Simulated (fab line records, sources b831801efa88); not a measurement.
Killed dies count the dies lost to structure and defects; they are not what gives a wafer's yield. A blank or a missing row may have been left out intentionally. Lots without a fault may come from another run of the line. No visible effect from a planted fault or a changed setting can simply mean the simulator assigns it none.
2 desks looking at one fault	flow gf180mcu	each desk holds nothing but its own numbers, with what lay behind them at the end

== TOOL OWNER'S DESK, implanter-01 ==
GF_NWELL_IMPLANT_09, tool's own readings: per-lot mean of the sampled wafers with a number, covering each lot this tool ran. The brackets show how far a lot's mean lies from the usual mean; more than 4 standard deviations puts the lot out of limits, marked OUT.
Columns: A = beamEnergyKeV at GF_NWELL_IMPLANT_09, usual 159.99
lot	first seen here	A
L396	day 3 07:44	160.03
L398	day 3 17:08	160.04
L400	day 4 03:57	160.02
L403	day 4 21:20	159.97
L406	day 5 13:28	160.03
L407	day 5 18:09	159.97
L408	day 6 03:31	160.02
L409	day 6 08:27	145.51 (-99 or more) OUT
L410	day 6 14:07	145.53 (-99 or more) OUT
Finding of this desk: L409, L410 out of limits; the first was L409 at day 6 08:27, on beamEnergyKeV at GF_NWELL_IMPLANT_09. L396, L398, L400, L403, L406, L407, L408: within limits.

== AT THE METROLOGY DESK ==
Lot by lot, what the gauges showed, no matter which tool ran the lot: averages of those sampled wafers that carry a number. The brackets show how far a lot's mean lies from the usual mean; more than 4 standard deviations puts the lot out of limits, marked OUT.
Columns: A = STI_CVD_23_THK at GF_STI_THK_MEAS_24, usual 649 nm; B = MVPSD_OVL at GF_MVPSD_OVL_MEAS_07, usual -1.3 nm
lot	first seen here	A	B
L396	day 2 04:47	652	-0.6
L398	day 2 13:47	649	-1.8
L400	day 2 23:58	654	-1.9
L401	day 3 05:30	645	-2.4
L402	day 3 10:20	652	-2.6
L403	day 3 15:20	650	-1.4
L406	day 4 06:53	656	0.3
L407	day 4 11:21	647	-3.1
L408	day 4 17:34	648	-1.8
L409	day 5 01:01	644	-1.7
L410	day 5 05:32	646	-0.4
L414	day 6 02:49	646	-2.1
L418	day 6 21:49	657	-1.6
L419	day 7 02:57	647	-1.7
Result from this desk: across the 14 lots, nothing is out of limits.

== BROUGHT TOGETHER ==
At day 6 08:27, on L409, L410, the tool owner's desk was in a position to raise an alarm.
At the metrology desk, nothing out of limits was observed.
The metrology desk has L409, L410 on record, within its limits.
Every lot named ran GF_NWELL_IMPLANT_09 on implanter-01.

== WHAT THE SIMULATOR HAD INSERTED ==
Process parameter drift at GF_NWELL_IMPLANT_09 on implanter-01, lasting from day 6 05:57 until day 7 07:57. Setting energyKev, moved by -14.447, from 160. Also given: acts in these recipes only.
Lots struck among those shown: L409, L410.
Hours from the fault's start to each desk's first reading out of limits: the tool owner's desk, 2.
